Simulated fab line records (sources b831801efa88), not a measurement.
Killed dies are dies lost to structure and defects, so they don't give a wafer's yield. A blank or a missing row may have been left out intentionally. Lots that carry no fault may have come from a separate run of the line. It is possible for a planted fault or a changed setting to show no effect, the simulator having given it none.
The tool behind it: which one? / flow sky130 / 24 lots with 72 wafers sampled at 6 steps, on a route of 708 steps

== WHAT THE GAUGES SHOWED, per wafer ==
SKY_METAL2_RS_MEAS_05: uses a four-point probe to measure. Usual: METAL2_ALCU_RS 0.1270 ohm/sq, standard deviation 0.0014.
lot=L074; measured=day 35 12:23; on=film metro-04; METAL2_ALCU_RS (ohm/sq)=0.1258 0.1288 0.1270; flag=
lot=L075; measured=day 35 14:01; on=film metro-01; METAL2_ALCU_RS (ohm/sq)=0.1270 0.1284 0.1261; flag=
lot=L077; measured=day 36 02:23; on=film metro-01; METAL2_ALCU_RS (ohm/sq)=0.1313 0.1284 0.1291; flag=
lot=L076; measured=day 36 07:23; on=film metro-04; METAL2_ALCU_RS (ohm/sq)=0.1288 0.1262 0.1288; flag=
lot=L078; measured=day 36 11:25; on=film metro-01; METAL2_ALCU_RS (ohm/sq)=0.1268 0.1270 0.1280; flag=
lot=L079; measured=day 36 20:40; on=film metro-04; METAL2_ALCU_RS (ohm/sq)=0.1231 0.1243 0.1242; flag=
lot=L080; measured=day 37 06:57; on=film metro-02; METAL2_ALCU_RS (ohm/sq)=0.1257 0.1262 0.1284; flag=
lot=L081; measured=day 37 12:07; on=film metro-04; METAL2_ALCU_RS (ohm/sq)=0.1279 0.1273 0.1273; flag=
lot=L082; measured=day 37 16:52; on=film metro-01; METAL2_ALCU_RS (ohm/sq)=0.1279 0.1277 0.1265; flag=
lot=L083; measured=day 38 04:01; on=film metro-01; METAL2_ALCU_RS (ohm/sq)=0.1266 0.1247 0.1256; flag=
lot=L084; measured=day 38 10:39; on=film metro-01; METAL2_ALCU_RS (ohm/sq)=0.1282 0.1286 0.1285; flag=
lot=L085; measured=day 38 18:40; on=film metro-02; METAL2_ALCU_RS (ohm/sq)=0.1260 0.1270 0.1252; flag=
lot=L086; measured=day 39 08:11; on=film metro-01; METAL2_ALCU_RS (ohm/sq)=0.1271 0.1260 0.1287; flag=
lot=L087; measured=day 39 13:46; on=film metro-01; METAL2_ALCU_RS (ohm/sq)=0.1267 0.1252 0.1253; flag=
lot=L088; measured=day 39 21:34; on=film metro-02; METAL2_ALCU_RS (ohm/sq)=0.1263 0.1272 0.1273; flag=
lot=L089; measured=day 40 01:17; on=film metro-02; METAL2_ALCU_RS (ohm/sq)=0.1271 0.1242 0.1268; flag=
lot=L090; measured=day 40 02:28; on=film metro-01; METAL2_ALCU_RS (ohm/sq)=0.1283 0.1269 0.1282; flag=
lot=L091; measured=day 40 07:46; on=film metro-01; METAL2_ALCU_RS (ohm/sq)=0.1279 0.1295 0.1300; flag=
lot=L092; measured=day 40 18:08; on=film metro-02; METAL2_ALCU_RS (ohm/sq)=0.1291 0.1277 0.1279; flag=
lot=L093; measured=day 40 22:56; on=film metro-01; METAL2_ALCU_RS (ohm/sq)=0.1284 0.1270 0.1246; flag=
lot=L094; measured=day 41 01:22; on=film metro-02; METAL2_ALCU_RS (ohm/sq)=0.1276 0.1266 0.1250; flag=
lot=L096; measured=day 41 10:34; on=film metro-04; METAL2_ALCU_RS (ohm/sq)=0.1275 0.1264 0.1278; flag=
lot=L095; measured=day 41 16:18; on=film metro-01; METAL2_ALCU_RS (ohm/sq)=0.1285 0.1259 0.1264; flag=
lot=L097; measured=day 41 20:38; on=film metro-02; METAL2_ALCU_RS (ohm/sq)=0.1255 0.1259 0.1273; flag=

SKY_PAD_OPEN_BOW_MEAS_13. Usual: PAD_OPEN_BOW 48 um, standard deviation 7.8.
lot=L074; measured=day 46 21:56; on=film metro-04; PAD_OPEN_BOW (um)=43 47 45; flag=
lot=L075; measured=day 47 00:07; on=film metro-04; PAD_OPEN_BOW (um)=43 45 48; flag=
lot=L077; measured=day 47 08:16; on=film metro-01; PAD_OPEN_BOW (um)=49 48 44; flag=
lot=L076; measured=day 47 11:27; on=film metro-02; PAD_OPEN_BOW (um)=23 41 34; flag=
lot=L078; measured=day 47 15:17; on=film metro-04; PAD_OPEN_BOW (um)=51 39 40; flag=
lot=L079; measured=day 47 22:37; on=film metro-01; PAD_OPEN_BOW (um)=48 38 50; flag=
lot=L080; measured=day 48 06:47; on=film metro-02; PAD_OPEN_BOW (um)=50 52 58; flag=
lot=L081; measured=day 48 08:49; on=film metro-04; PAD_OPEN_BOW (um)=40 39 30; flag=
lot=L082; measured=day 48 12:03; on=film metro-04; PAD_OPEN_BOW (um)=43 32 50; flag=
lot=L083; measured=day 48 22:02; on=film metro-04; PAD_OPEN_BOW (um)=47 51 56; flag=
lot=L084; measured=day 49 08:41; on=film metro-04; PAD_OPEN_BOW (um)=46 35 42; flag=
lot=L085; measured=day 49 09:48; on=film metro-04; PAD_OPEN_BOW (um)=57 42 51; flag=
lot=L086; measured=day 49 19:35; on=film metro-01; PAD_OPEN_BOW (um)=46 44 59; flag=
lot=L087; measured=day 49 22:14; on=film metro-02; PAD_OPEN_BOW (um)=63 41 58; flag=
lot=L088; measured=day 50 02:44; on=film metro-04; PAD_OPEN_BOW (um)=59 64 49; flag=
lot=L089; measured=day 50 05:43; on=film metro-04; PAD_OPEN_BOW (um)=50 56 71; flag=
lot=L090; measured=day 50 09:29; on=film metro-04; PAD_OPEN_BOW (um)=48 55 53; flag=
lot=L091; measured=day 50 12:15; on=film metro-04; PAD_OPEN_BOW (um)=63 54 53; flag=
lot=L092; measured=day 50 19:30; on=film metro-01; PAD_OPEN_BOW (um)=56 53 46; flag=
lot=L093; measured=day 50 22:20; on=film metro-01; PAD_OPEN_BOW (um)=47 45 44; flag=
lot=L094; measured=day 50 23:04; on=film metro-04; PAD_OPEN_BOW (um)=38 31 34; flag=
lot=L096; measured=day 51 06:50; on=film metro-04; PAD_OPEN_BOW (um)=54 57 49; flag=
lot=L095; measured=day 51 10:08; on=film metro-01; PAD_OPEN_BOW (um)=55 42 52; flag=
lot=L097; measured=day 51 11:47; on=film metro-01; PAD_OPEN_BOW (um)=42 55 51; flag=

== WHAT TOOL EACH LOT RAN ON (gives the tool, then ch and the chambers of the sampled wafers, and finally the start) ==
lot=L074; SKY_VIA1_SPUTTER_20=pvd sputter-01, day 35 11:35; SKY_VIA2_CMP_24=cmp-01 ch 0,1,3, day 37 19:42; SKY_METAL3_SPUTTER_01=pvd sputter-01, day 37 20:01; SKY_METAL3_DESCUM_15=rie metal-04 ch 0,1, day 40 00:02
lot=L075; SKY_VIA1_SPUTTER_20=pvd sputter-01, day 35 13:13; SKY_VIA2_CMP_24=cmp-02 ch 0,2, day 37 22:47; SKY_METAL3_SPUTTER_01=pvd sputter-01, day 37 23:07; SKY_METAL3_DESCUM_15=rie metal-01 ch 0,1, day 40 02:49
lot=L077; SKY_VIA1_SPUTTER_20=pvd sputter-04, day 36 01:37; SKY_VIA2_CMP_24=cmp-01 ch 1,2,3, day 38 10:02; SKY_METAL3_SPUTTER_01=pvd sputter-03, day 38 10:22; SKY_METAL3_DESCUM_15=rie metal-02 ch 0,1, day 40 14:44
lot=L076; SKY_VIA1_SPUTTER_20=pvd sputter-01, day 36 06:36; SKY_VIA2_CMP_24=cmp-02 ch 1,2,3, day 38 15:02; SKY_METAL3_SPUTTER_01=pvd sputter-03, day 38 15:15; SKY_METAL3_DESCUM_15=rie metal-02 ch 0,1, day 40 18:56
lot=L078; SKY_VIA1_SPUTTER_20=pvd sputter-04, day 36 10:31; SKY_VIA2_CMP_24=cmp-01 ch 1,2, day 38 18:49; SKY_METAL3_SPUTTER_01=pvd sputter-01, day 38 19:08; SKY_METAL3_DESCUM_15=rie metal-02 ch 0, day 40 22:35
lot=L079; SKY_VIA1_SPUTTER_20=pvd sputter-02, day 36 19:53; SKY_VIA2_CMP_24=cmp-02 ch 0,1, day 39 04:37; SKY_METAL3_SPUTTER_01=pvd sputter-04, day 39 04:56; SKY_METAL3_DESCUM_15=rie metal-04 ch 0,1, day 41 07:47
lot=L080; SKY_VIA1_SPUTTER_20=pvd sputter-04, day 37 06:08; SKY_VIA2_CMP_24=cmp-01 ch 0,1, day 39 14:13; SKY_METAL3_SPUTTER_01=pvd sputter-01, day 39 14:33; SKY_METAL3_DESCUM_15=rie metal-04 ch 0,1, day 41 17:42
lot=L081; SKY_VIA1_SPUTTER_20=pvd sputter-02, day 37 11:17; SKY_VIA2_CMP_24=cmp-01 ch 0,3, day 39 19:25; SKY_METAL3_SPUTTER_01=pvd sputter-03, day 39 19:44; SKY_METAL3_DESCUM_15=rie metal-02 ch 0, day 41 21:17
lot=L082; SKY_VIA1_SPUTTER_20=pvd sputter-02, day 37 16:05; SKY_VIA2_CMP_24=cmp-01 ch 0,2, day 39 23:52; SKY_METAL3_SPUTTER_01=pvd sputter-03, day 40 00:11; SKY_METAL3_DESCUM_15=rie metal-02 ch 0,1, day 42 01:55
lot=L083; SKY_VIA1_SPUTTER_20=pvd sputter-04, day 38 03:13; SKY_VIA2_CMP_24=cmp-02 ch 0,3, day 40 11:10; SKY_METAL3_SPUTTER_01=pvd sputter-03, day 40 11:29; SKY_METAL3_DESCUM_15=rie metal-04 ch 0,1, day 42 11:40
lot=L084; SKY_VIA1_SPUTTER_20=pvd sputter-04, day 38 09:52; SKY_VIA2_CMP_24=cmp-02 ch 0,2,3, day 40 16:39; SKY_METAL3_SPUTTER_01=pvd sputter-03, day 40 16:58; SKY_METAL3_DESCUM_15=rie metal-01 ch 0,1, day 42 16:53
lot=L085; SKY_VIA1_SPUTTER_20=pvd sputter-02, day 38 17:52; SKY_VIA2_CMP_24=cmp-01 ch 1,3, day 41 00:23; SKY_METAL3_SPUTTER_01=pvd sputter-01, day 41 00:42; SKY_METAL3_DESCUM_15=rie metal-02 ch 0,1, day 43 00:28
lot=L086; SKY_VIA1_SPUTTER_20=pvd sputter-02, day 39 07:20; SKY_VIA2_CMP_24=cmp-01 ch 1,2, day 41 13:31; SKY_METAL3_SPUTTER_01=pvd sputter-04, day 41 13:50; SKY_METAL3_DESCUM_15=rie metal-04 ch 0,1, day 43 10:35
lot=L087; SKY_VIA1_SPUTTER_20=pvd sputter-02, day 39 12:59; SKY_VIA2_CMP_24=cmp-01 ch 1,2,3, day 41 19:38; SKY_METAL3_SPUTTER_01=pvd sputter-03, day 41 19:55; SKY_METAL3_DESCUM_15=rie metal-02 ch 0, day 43 16:05
lot=L088; SKY_VIA1_SPUTTER_20=pvd sputter-02, day 39 20:47; SKY_VIA2_CMP_24=cmp-01 ch 1,2,3, day 42 01:51; SKY_METAL3_SPUTTER_01=pvd sputter-03, day 42 02:10; SKY_METAL3_DESCUM_15=rie metal-01 ch 0,1, day 43 20:32
lot=L089; SKY_VIA1_SPUTTER_20=pvd sputter-01, day 40 00:30; SKY_VIA2_CMP_24=cmp-01 ch 1,2,3, day 42 05:47; SKY_METAL3_SPUTTER_01=pvd sputter-03, day 42 06:00; SKY_METAL3_DESCUM_15=rie metal-02 ch 0,1, day 44 00:11
lot=L090; SKY_VIA1_SPUTTER_20=pvd sputter-04, day 40 01:40; SKY_VIA2_CMP_24=cmp-02 ch 0,3, day 42 06:37; SKY_METAL3_SPUTTER_01=pvd sputter-03, day 42 06:53; SKY_METAL3_DESCUM_15=rie metal-02 ch 0,1, day 44 01:19
lot=L091; SKY_VIA1_SPUTTER_20=pvd sputter-01, day 40 06:58; SKY_VIA2_CMP_24=cmp-02 ch 1,3, day 42 10:35; SKY_METAL3_SPUTTER_01=pvd sputter-03, day 42 10:54; SKY_METAL3_DESCUM_15=rie metal-04 ch 0, day 44 04:44
lot=L092; SKY_VIA1_SPUTTER_20=pvd sputter-01, day 40 17:22; SKY_VIA2_CMP_24=cmp-02 ch 1,2,3, day 42 20:56; SKY_METAL3_SPUTTER_01=pvd sputter-03, day 42 21:10; SKY_METAL3_DESCUM_15=rie metal-04 ch 0,1, day 44 12:59
lot=L093; SKY_VIA1_SPUTTER_20=pvd sputter-02, day 40 22:10; SKY_VIA2_CMP_24=cmp-02 ch 1,2,3, day 43 00:50; SKY_METAL3_SPUTTER_01=pvd sputter-01, day 43 01:03; SKY_METAL3_DESCUM_15=rie metal-01 ch 0,1, day 44 19:56
lot=L094; SKY_VIA1_SPUTTER_20=pvd sputter-04, day 41 00:35; SKY_VIA2_CMP_24=cmp-01 ch 2,3, day 43 02:14; SKY_METAL3_SPUTTER_01=pvd sputter-03, day 43 02:34; SKY_METAL3_DESCUM_15=rie metal-02 ch 0,1, day 44 21:38
lot=L096; SKY_VIA1_SPUTTER_20=pvd sputter-02, day 41 09:47; SKY_VIA2_CMP_24=cmp-02 ch 1,2, day 43 10:02; SKY_METAL3_SPUTTER_01=pvd sputter-03, day 43 10:22; SKY_METAL3_DESCUM_15=rie metal-02 ch 0,1, day 45 04:22
lot=L095; SKY_VIA1_SPUTTER_20=pvd sputter-02, day 41 15:31; SKY_VIA2_CMP_24=cmp-01 ch 0,1,3, day 43 13:58; SKY_METAL3_SPUTTER_01=pvd sputter-04, day 43 14:17; SKY_METAL3_DESCUM_15=rie metal-04 ch 0,1, day 45 09:50
lot=L097; SKY_VIA1_SPUTTER_20=pvd sputter-02, day 41 19:52; SKY_VIA2_CMP_24=cmp-02 ch 0,1,2, day 43 18:10; SKY_METAL3_SPUTTER_01=pvd sputter-04, day 43 18:29; SKY_METAL3_DESCUM_15=rie metal-01 ch 0,1, day 45 13:17
- SKY_VIA1_SPUTTER_20: material TiN, target thk 20 nm, time 80 s.
- SKY_VIA2_CMP_24: polishes, stops on SiO2, t overpolish 20 s, target thk 0 nm.
- SKY_METAL3_SPUTTER_01: material TiN, target thk 20 nm, time 16.7 s.
- SKY_METAL3_DESCUM_15: chemistry O2, time 8 s.

== WHAT THE TOOLS THEMSELVES READ (means of the sampled wafers that have a number; where no wafer has one, the mark that the record gives instead) ==
SKY_VIA1_SPUTTER_20. Usual: throttle valve pct 29.9 %, standard deviation 0.92.
lot=L074; tool=pvd sputter-01; throttle valve pct (%)=30.2; flag=
lot=L075; tool=pvd sputter-01; throttle valve pct (%)=29.3; flag=
lot=L077; tool=pvd sputter-04; throttle valve pct (%)=30.5; flag=
lot=L076; tool=pvd sputter-01; throttle valve pct (%)=30.0; flag=
lot=L078; tool=pvd sputter-04; throttle valve pct (%)=30.6; flag=
lot=L079; tool=pvd sputter-02; throttle valve pct (%)=30.4; flag=
lot=L080; tool=pvd sputter-04; throttle valve pct (%)=30.1; flag=
lot=L081; tool=pvd sputter-02; throttle valve pct (%)=28.8; flag=
lot=L082; tool=pvd sputter-02; throttle valve pct (%)=30.1; flag=
lot=L083; tool=pvd sputter-04; throttle valve pct (%)=31.2; flag=
lot=L084; tool=pvd sputter-04; throttle valve pct (%)=30.6; flag=
lot=L085; tool=pvd sputter-02; throttle valve pct (%)=30.2; flag=
lot=L086; tool=pvd sputter-02; throttle valve pct (%)=29.9; flag=
lot=L087; tool=pvd sputter-02; throttle valve pct (%)=29.5; flag=
lot=L088; tool=pvd sputter-02; throttle valve pct (%)=29.6; flag=
lot=L089; tool=pvd sputter-01; throttle valve pct (%)=29.5; flag=
lot=L090; tool=pvd sputter-04; throttle valve pct (%)=30.2; flag=
lot=L091; tool=pvd sputter-01; throttle valve pct (%)=30.0; flag=
lot=L092; tool=pvd sputter-01; throttle valve pct (%)=30.3; flag=
lot=L093; tool=pvd sputter-02; throttle valve pct (%)=29.9; flag=
lot=L094; tool=pvd sputter-04; throttle valve pct (%)=30.0; flag=
lot=L096; tool=pvd sputter-02; throttle valve pct (%)=29.6; flag=
lot=L095; tool=pvd sputter-02; throttle valve pct (%)=30.4; flag=
lot=L097; tool=pvd sputter-02; throttle valve pct (%)=29.7; flag=

SKY_VIA2_CMP_24. Usual: motor current A 10.5 A, standard deviation 0.68; overpolish run s 19.999 s, standard deviation 0.0086; slurry flow ml min 150.0, standard deviation 0.47; time to endpoint s 101 s, standard deviation 3.8.
lot=L074; tool=cmp-01; motor current A (A)=11.1; overpolish run s (s)=19.996; slurry flow ml min=150.1; time to endpoint s (s)=101; flag=
lot=L075; tool=cmp-02; motor current A (A)=9.8; overpolish run s (s)=20.001; slurry flow ml min=149.8; time to endpoint s (s)=100; flag=
lot=L077; tool=cmp-01; motor current A (A)=11.2; overpolish run s (s)=19.999; slurry flow ml min=149.7; time to endpoint s (s)=100; flag=
lot=L076; tool=cmp-02; motor current A (A)=10.0; overpolish run s (s)=20.002; slurry flow ml min=149.9; time to endpoint s (s)=98; flag=
lot=L078; tool=cmp-01; motor current A (A)=10.4; overpolish run s (s)=19.998; slurry flow ml min=149.9; time to endpoint s (s)=100; flag=
lot=L079; tool=cmp-02; motor current A (A)=10.2; overpolish run s (s)=19.997; slurry flow ml min=150.6; time to endpoint s (s)=98; flag=
lot=L080; tool=cmp-01; motor current A (A)=10.9; overpolish run s (s)=20.007; slurry flow ml min=149.9; time to endpoint s (s)=101; flag=
lot=L081; tool=cmp-01; motor current A (A)=10.8; overpolish run s (s)=20.004; slurry flow ml min=150.4; time to endpoint s (s)=101; flag=
lot=L082; tool=cmp-01; motor current A (A)=10.6; overpolish run s (s)=20.010; slurry flow ml min=149.9; time to endpoint s (s)=104; flag=
lot=L083; tool=cmp-02; motor current A (A)=10.2; overpolish run s (s)=20.005; slurry flow ml min=149.8; time to endpoint s (s)=99; flag=
lot=L084; tool=cmp-02; motor current A (A)=9.9; overpolish run s (s)=19.998; slurry flow ml min=150.0; time to endpoint s (s)=102; flag=
lot=L085; tool=cmp-01; motor current A (A)=11.2; overpolish run s (s)=20.000; slurry flow ml min=149.8; time to endpoint s (s)=108; flag=
lot=L086; tool=cmp-01; motor current A (A)=10.4; overpolish run s (s)=19.999; slurry flow ml min=150.2; time to endpoint s (s)=102; flag=
lot=L087; tool=cmp-01; motor current A (A)=11.2; overpolish run s (s)=20.001; slurry flow ml min=150.4; time to endpoint s (s)=100; flag=
lot=L088; tool=cmp-01; motor current A (A)=10.9; overpolish run s (s)=20.001; slurry flow ml min=150.1; time to endpoint s (s)=101; flag=
lot=L089; tool=cmp-01; motor current A (A)=11.1; overpolish run s (s)=19.991; slurry flow ml min=150.4; time to endpoint s (s)=102; flag=
lot=L090; tool=cmp-02; motor current A (A)=9.8; overpolish run s (s)=19.997; slurry flow ml min=149.9; time to endpoint s (s)=101; flag=
lot=L091; tool=cmp-02; motor current A (A)=10.3; overpolish run s (s)=20.007; slurry flow ml min=149.6; time to endpoint s (s)=102; flag=
lot=L092; tool=cmp-02; motor current A (A)=10.3; overpolish run s (s)=19.996; slurry flow ml min=150.0; time to endpoint s (s)=100; flag=
lot=L093; tool=cmp-02; motor current A (A)=10.3; overpolish run s (s)=20.004; slurry flow ml min=149.5; time to endpoint s (s)=104; flag=
lot=L094; tool=cmp-01; motor current A (A)=11.1; overpolish run s (s)=19.988; slurry flow ml min=150.5; time to endpoint s (s)=102; flag=
lot=L096; tool=cmp-02; motor current A (A)=10.1; overpolish run s (s)=20.001; slurry flow ml min=149.7; time to endpoint s (s)=106; flag=
lot=L095; tool=cmp-01; motor current A (A)=11.4; overpolish run s (s)=19.994; slurry flow ml min=150.1; time to endpoint s (s)=101; flag=
lot=L097; tool=cmp-02; motor current A (A)=9.9; overpolish run s (s)=20.003; slurry flow ml min=149.9; time to endpoint s (s)=105; flag=

SKY_METAL3_SPUTTER_01. Usual: throttle valve pct 30.0 %, standard deviation 0.73.
lot=L074; tool=pvd sputter-01; throttle valve pct (%)=30.3; flag=
lot=L075; tool=pvd sputter-01; throttle valve pct (%)=30.2; flag=
lot=L077; tool=pvd sputter-03; throttle valve pct (%)=30.3; flag=
lot=L076; tool=pvd sputter-03; throttle valve pct (%)=29.8; flag=
lot=L078; tool=pvd sputter-01; throttle valve pct (%)=29.8; flag=
lot=L079; tool=pvd sputter-04; throttle valve pct (%)=30.7; flag=
lot=L080; tool=pvd sputter-01; throttle valve pct (%)=29.9; flag=
lot=L081; tool=pvd sputter-03; throttle valve pct (%)=30.1; flag=
lot=L082; tool=pvd sputter-03; throttle valve pct (%)=30.2; flag=
lot=L083; tool=pvd sputter-03; throttle valve pct (%)=30.7; flag=
lot=L084; tool=pvd sputter-03; throttle valve pct (%)=29.9; flag=
lot=L085; tool=pvd sputter-01; throttle valve pct (%)=29.9; flag=
lot=L086; tool=pvd sputter-04; throttle valve pct (%)=30.7; flag=
lot=L087; tool=pvd sputter-03; throttle valve pct (%)=30.2; flag=
lot=L088; tool=pvd sputter-03; throttle valve pct (%)=30.1; flag=
lot=L089; tool=pvd sputter-03; throttle valve pct (%)=30.6; flag=
lot=L090; tool=pvd sputter-03; throttle valve pct (%)=29.6; flag=
lot=L091; tool=pvd sputter-03; throttle valve pct (%)=30.3; flag=
lot=L092; tool=pvd sputter-03; throttle valve pct (%)=30.4; flag=
lot=L093; tool=pvd sputter-01; throttle valve pct (%)=29.7; flag=
lot=L094; tool=pvd sputter-03; throttle valve pct (%)=29.9; flag=
lot=L096; tool=pvd sputter-03; throttle valve pct (%)=30.0; flag=
lot=L095; tool=pvd sputter-04; throttle valve pct (%)=30.6; flag=
lot=L097; tool=pvd sputter-04; throttle valve pct (%)=30.5; flag=

SKY_METAL3_DESCUM_15. Usual: drypump motor current A 5.5 A, standard deviation 0.57; oes product au 1.000 a.u., standard deviation 0.0083.
lot=L074; tool=rie metal-04; drypump motor current A (A)=5.4; oes product au (a.u.)=1.003; flag=
lot=L075; tool=rie metal-01; drypump motor current A (A)=5.3; oes product au (a.u.)=1.000; flag=
lot=L077; tool=rie metal-02; drypump motor current A (A)=5.7; oes product au (a.u.)=1.009; flag=
lot=L076; tool=rie metal-02; drypump motor current A (A)=5.4; oes product au (a.u.)=1.003; flag=
lot=L078; tool=rie metal-02; drypump motor current A (A)=5.0; oes product au (a.u.)=0.997; flag=
lot=L079; tool=rie metal-04; drypump motor current A (A)=5.6; oes product au (a.u.)=1.009; flag=
lot=L080; tool=rie metal-04; drypump motor current A (A)=5.4; oes product au (a.u.)=0.997; flag=
lot=L081; tool=rie metal-02; drypump motor current A (A)=5.0; oes product au (a.u.)=1.008; flag=
lot=L082; tool=rie metal-02; drypump motor current A (A)=5.7; oes product au (a.u.)=0.994; flag=
lot=L083; tool=rie metal-04; drypump motor current A (A)=5.4; oes product au (a.u.)=0.992; flag=
lot=L084; tool=rie metal-01; drypump motor current A (A)=5.2; oes product au (a.u.)=1.007; flag=
lot=L085; tool=rie metal-02; drypump motor current A (A)=5.7; oes product au (a.u.)=0.990; flag=
lot=L086; tool=rie metal-04; drypump motor current A (A)=5.6; oes product au (a.u.)=1.003; flag=
lot=L087; tool=rie metal-02; drypump motor current A (A)=5.0; oes product au (a.u.)=1.012; flag=
lot=L088; tool=rie metal-01; drypump motor current A (A)=5.2; oes product au (a.u.)=1.002; flag=
lot=L089; tool=rie metal-02; drypump motor current A (A)=5.3; oes product au (a.u.)=1.000; flag=
lot=L090; tool=rie metal-02; drypump motor current A (A)=5.3; oes product au (a.u.)=1.001; flag=
lot=L091; tool=rie metal-04; drypump motor current A (A)=5.2; oes product au (a.u.)=1.011; flag=
lot=L092; tool=rie metal-04; drypump motor current A (A)=5.6; oes product au (a.u.)=0.999; flag=
lot=L093; tool=rie metal-01; drypump motor current A (A)=5.8; oes product au (a.u.)=0.995; flag=
lot=L094; tool=rie metal-02; drypump motor current A (A)=5.7; oes product au (a.u.)=0.991; flag=
lot=L096; tool=rie metal-02; drypump motor current A (A)=5.7; oes product au (a.u.)=0.998; flag=
lot=L095; tool=rie metal-04; drypump motor current A (A)=5.4; oes product au (a.u.)=0.997; flag=
lot=L097; tool=rie metal-01; drypump motor current A (A)=5.3; oes product au (a.u.)=0.993; flag=

== THE ANSWER, worked out from the rows above alone ==
Rule: take the mean of a lot's wafers that have a number; if it is more than 3 standard deviations from the usual mean, the lot is off. A lot without any number at a reading at which 4 lots or more have one is off too. Any other lot the step has rows for is counted as sound. The gauges are gone through in route order, then the tools' own readings, and for those a lot's mean is taken as printed above. At the first step where some lot is off, the reading lying furthest off is the one used; lots without a number count as furthest.
No lot is off at any reading shown: from this, nothing can be told.

== WHAT WAS PUT IN BY THE SIMULATOR ==
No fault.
